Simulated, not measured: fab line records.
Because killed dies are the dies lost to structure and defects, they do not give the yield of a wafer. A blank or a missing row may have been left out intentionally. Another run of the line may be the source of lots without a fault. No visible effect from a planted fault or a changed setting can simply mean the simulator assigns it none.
fab line records | flow sky130
record: lots: 14 | wafers: 42 | last_day: 50
route steps=708 shown METAL1@447
lots that met no fault: from a run of the same line without faults
start_h: hours from the record's first day to the start of the lot's first wafer shown | wait_h: time in hours since the lot's previous step | " the same as in the row above | L1.1+2: several wafers, shown together as one row | - value missing, or start not given | * or withheld: withheld | < > ~ a bound
route shown NAME@n: NAME is a module with steps in the file, n the number in the route of the first one | usual: mean/standard deviation of fault-free wafers | same: alike in all rows | chamber/n: place in a boat | sites: per-site readings | _std_site: their standard deviation | _edge_site: inner sites' mean taken away from outer sites' mean | radius_mm: for every site, how far away it sits from the centre of the wafer | mask NAME#n: copy n | behind: the last tool/chamber to shape the wafer | hold: cause of the lot's hold/its duration in hours/its outcome | device: transistor that didn't switch, given as n, p or np | end of line: tests run on the same wafers once the route is complete | a step given without rows: its recipe and nothing more | killed: at the first sort, the dies lost to defects and structure; wafer yield is something else | map: the dies of a wafer, with x for killed, . for not killed, _ for no die there
set.NAME: setting as actually run; set.NAME@STEP: the setting as run at that earlier step | model.NAME: the simulator's own value behind a step, which no gauge read
the route's steps for a sample of lots (tables are steps, rows are wafers)
== steps ==
step: SKY_METAL1_PEB_13
recipe: peb_temp_c: withheld | peb_time_s: withheld | resist: KrF-thick
usual: chill_plate_temp_C: * | exhaust_pa: 45.0/0.92
lot.wafer | tool           | chamber | start_h | wait_h | chill_plate_temp_C | exhaust_pa
L380.1    | litho_track-01 | 0       | 765     | -      | *                  | 45.5
L380.3    | "              | 0       | "       | "      | *                  | 46.0
L380.4    | "              | 0       | "       | "      | *                  | 45.7
L383.1    | litho_track-03 | 0       | 793     | -      | *                  | 45.1
L383.3    | "              | 0       | "       | "      | *                  | 44.0
L383.5    | "              | 0       | "       | "      | *                  | 44.9
L382.1    | litho_track-02 | 0       | 797     | -      | *                  | 44.5
L382.3    | "              | 0       | "       | "      | *                  | 44.7
L382.6    | "              | 0       | 798     | -      | *                  | 46.1
L384.2    | litho_track-02 | 0       | 799     | -      | *                  | 43.9
L384.3    | "              | 0       | "       | "      | *                  | 43.3
L384.4    | "              | 0       | "       | "      | *                  | 44.0
L385.1    | litho_track-01 | 0       | 815     | -      | *                  | 46.4
L385.2    | "              | 0       | "       | "      | *                  | 45.7
L385.5    | "              | 0       | "       | "      | *                  | 46.1
L386.2    | litho_track-01 | 0       | 818     | -      | *                  | 46.7
L386.4    | "              | 0       | "       | "      | *                  | 44.5
L386.5    | "              | 0       | "       | "      | *                  | 47.0
L387.2    | litho_track-02 | 0       | 822     | -      | *                  | 44.7
L387.4    | "              | 0       | "       | "      | *                  | 45.9
L387.6    | "              | 0       | "       | "      | *                  | 44.9
L388.3    | litho_track-03 | 0       | 833     | -      | *                  | 44.4
L388.5    | "              | 0       | "       | "      | *                  | 43.2
L388.6    | "              | 0       | "       | "      | *                  | 44.1
L394.2    | litho_track-02 | -       | 873     | -      | -                  | -
L394.3    | "              | -       | "       | "      | -                  | -
L394.6    | "              | -       | "       | "      | -                  | -
L395.2    | litho_track-03 | -       | 883     | -      | -                  | -
L395.4    | "              | -       | "       | "      | -                  | -
L395.5    | "              | -       | "       | "      | -                  | -
L399.3    | litho_track-02 | 0       | 915     | -      | *                  | 45.2
L399.5    | "              | 0       | "       | "      | *                  | 44.8
L399.6    | "              | 0       | "       | "      | *                  | 45.2
L400.1    | litho_track-02 | 0       | 927     | -      | *                  | 45.0
L400.3    | "              | 0       | "       | "      | *                  | 45.5
L400.6    | "              | 0       | "       | "      | *                  | 45.2
L401.1    | litho_track-03 | 0       | 935     | -      | *                  | 45.3
L401.2    | "              | 0       | "       | "      | *                  | 45.2
L401.4    | "              | 0       | "       | "      | *                  | 44.9
L402.1    | litho_track-01 | 0       | 947     | -      | *                  | 46.6
L402.2    | "              | 0       | "       | "      | *                  | 46.1
L402.4    | "              | 0       | "       | "      | *                  | 45.7
== key ==
first_sign: step: SKY_METAL1_PEB_13 | reading: tool_record | direction: missing
effect none on later readings
met_at SKY_METAL1_PEB_13
struck_lots L394,L395
later_rows_left_out L394.2,L394.3,L394.6,L395.2,L395.4,L395.5
sort_left_out L394.2,L394.3,L394.6,L395.2,L395.4,L395.5
fault: kind: skipped_step_whole | tool: litho_track-02,litho_track-03 | chamber: - | onset_h: 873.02 | steps: SKY_METAL1_PEB_13 | scope: struck_lots_only
sort_left_out: the simulated sort isn't trusted on such a fault, so these wafers' sort isn't shown, and their yield isn't known
later_rows_left_out: the simulator's readings of these wafers behind a module that went badly wrong aren't trusted and aren't shown, but for the sort
